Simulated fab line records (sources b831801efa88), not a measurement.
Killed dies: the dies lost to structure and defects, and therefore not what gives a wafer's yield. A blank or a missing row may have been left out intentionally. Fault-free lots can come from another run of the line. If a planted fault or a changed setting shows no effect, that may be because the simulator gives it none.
One fault seen from 2 desks | flow sky130 | numbers are kept per desk, each desk with only its own; the story behind them comes last

## METROLOGY DESK
Lot by lot, what the gauges showed, no matter which tool ran the lot: averages of those sampled wafers that carry a number. If a lot's mean is further than 4 standard deviations from the usual mean, the lot is out of limits and carries the mark OUT (the distance appears in the brackets).
Columns: A = CAP2M_TIN_RS at SKY_CAP2M_RS_MEAS_03, usual 6.66 ohm/sq; B = VIA4_W_THK at SKY_VIA4_THK_MEAS_20, usual 485 nm
lot  | first seen here | A    | B
L734 | day 40 08:58    | 6.66 | 488
L735 | day 40 09:16    | 6.63 | 477
L737 | day 41 04:03    | 6.61 | 483
L738 | day 41 10:33    | 6.54 | 487
L740 | day 42 02:46    | 6.75 | 482
L747 | day 43 20:22    | 6.75 | 484
L748 | day 44 07:13    | 6.61 | 492
L749 | day 44 10:01    | 6.65 | 491
L750 | day 44 21:57    | 6.69 | 477
L751 | day 45 06:10    | 6.71 | 489
L753 | day 46 04:06    | 6.55 | 478
L755 | day 46 16:56    | 6.65 | 486
This desk found nothing out of limits on any of the 12 lots.

## TOOL OWNER'S DESK, pvd sputter-04
At SKY_VIA4_SPUTTER_17 (material TiN, target thk 20 nm, time 80 s) the tool's own readings: per lot run on this tool, the mean of the sampled wafers that have a number. If a lot's mean is further than 4 standard deviations from the usual mean, the lot is out of limits and carries the mark OUT (the distance appears in the brackets).
Columns: A = cathode dc power W at SKY_VIA4_SPUTTER_17, usual 4000.0 W; B = throttle valve pct at SKY_VIA4_SPUTTER_17, usual 29.6 %
lot  | first seen here | A                        | B
L747 | day 46 15:23    | 4000.3                   | 30.7
L748 | day 47 01:08    | 3999.9                   | 29.4
L749 | day 47 04:29    | 3150.9 (-99 or more) OUT | 29.1
L750 | day 47 14:41    | 3150.4 (-99 or more) OUT | 30.5
This desk finds L749, L750 out of limits, L749 being first, at day 47 04:29 (cathode dc power W at SKY_VIA4_SPUTTER_17). L747, L748 stayed within limits.

## BROUGHT TOGETHER
At day 47 04:29, on L749, L750, the tool owner's desk was in a position to raise an alarm.
From the metrology desk's view, nothing was out of limits.
The metrology desk holds a record of L749, L750, inside its limits.
On pvd sputter-04, each named lot ran SKY_VIA4_SPUTTER_17.

## WHAT HAD BEEN PUT IN BY THE SIMULATOR
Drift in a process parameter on pvd sputter-04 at SKY_VIA4_SPUTTER_17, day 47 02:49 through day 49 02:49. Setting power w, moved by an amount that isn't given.
Shown lots that were struck: L749, L750.
Time in hours from fault onset to the first out-of-limits reading at each desk: the tool owner's desk, 2.
